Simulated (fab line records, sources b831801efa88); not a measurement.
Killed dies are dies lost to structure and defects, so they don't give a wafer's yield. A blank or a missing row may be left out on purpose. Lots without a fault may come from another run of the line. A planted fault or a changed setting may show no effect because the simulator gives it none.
Chamber matching | flow gf180mcu | GF_STI_ETCH_14 on rie_si-02: 4 sister chambers
The step etches Si in HBr/Cl2/O2, target depth 360 nm, time 102.9 s. 16 wafers are shown with their chamber, then 8 later ones without.

WAFERS WITH THEIR CHAMBER
wafer  | chamber | drypump_motor_current_A (A) | throttle_valve_pct (%) | oes_product_au (a.u.)
L828.2 | 1       | 6.2                         | 25.655                 | 0.987
L828.4 | 0       | 5.7                         | 25.664                 | 1.003
L828.6 | 0       | 5.7                         | 25.651                 | 0.983
L829.2 | 3       | 6.1                         | 25.675                 | 0.985
L829.3 | 2       | 6.2                         | 25.659                 | 0.978
L829.5 | 1       | 6.2                         | 25.653                 | 0.989
L830.2 | 1       | 6.1                         | 25.655                 | 0.991
L830.4 | 3       | 6.0                         | 25.679                 | 0.977
L830.6 | 0       | 5.8                         | 25.656                 | 0.985
L835.1 | 2       | 6.2                         | 25.659                 | 0.994
L835.2 | 1       | 6.2                         | 25.659                 | 0.990
L835.4 | 3       | 6.1                         | 25.664                 | 0.986
L838.2 | 0       | 5.7                         | 25.653                 | 1.006
L838.4 | 2       | 6.2                         | 25.668                 | 0.994
L838.6 | 0       | 5.7                         | 25.666                 | 1.005
L849.1 | 3       | 6.1                         | 25.667                 | 0.990

SIGNATURES (means of the wafers above)
reading                 | chamber 0 | chamber 1 | chamber 2 | chamber 3 | scatter within a chamber
drypump_motor_current_A | 5.720     | 6.175     | 6.200     | 6.075     | 0.0438
throttle_valve_pct      | 25.65800  | 25.65550  | 25.66200  | 25.67125  | 0.00574
oes_product_au          | 0.99640   | 0.98925   | 0.98867   | 0.98450   | 0.0081
Rule: a wafer's distance from a chamber is the root of the sum, over the readings, of the square of ((its reading less the chamber's mean) divided by the reading's scatter). The wafer belongs to the nearest chamber; if the next one is less than 2 further off, it can't be placed. The scatter: the root of (the sum of the squares of (reading less its chamber's mean) over the shown wafers, divided by (wafers less chambers)).

WAFERS WITHOUT THEIR CHAMBER
wafer  | drypump_motor_current_A (A) | throttle_valve_pct (%) | oes_product_au (a.u.)
L849.3 | 6.2                         | 25.654                 | 0.982
L849.6 | 6.2                         | 25.677                 | 0.987
L850.1 | 6.1                         | 25.669                 | 0.988
L850.3 | 5.7                         | 25.673                 | 0.988
L850.6 | 6.0                         | 25.662                 | 0.989
L851.1 | 6.1                         | 25.665                 | 0.986
L851.4 | 5.8                         | 25.650                 | 0.991
L851.6 | 6.2                         | 25.671                 | 0.980

WHICH CHAMBER EACH WENT THROUGH
wafer  | from the rows above          | in truth
L849.3 | can't be placed: 1 or 2      | 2
L849.6 | can't be placed: 2 or 3 or 1 | 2
L850.1 | can't be placed: 3 or 2      | 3
L850.3 | 0                            | 0
L850.6 | can't be placed: 3 or 1      | 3
L851.1 | can't be placed: 3 or 2 or 1 | 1
L851.4 | 0                            | 0
L851.6 | can't be placed: 2 or 3 or 1 | 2
Placed correctly: 2 of 8. Can't be placed from these rows: 6 (the true chamber is among the candidates in 6). Placed wrongly: 0.
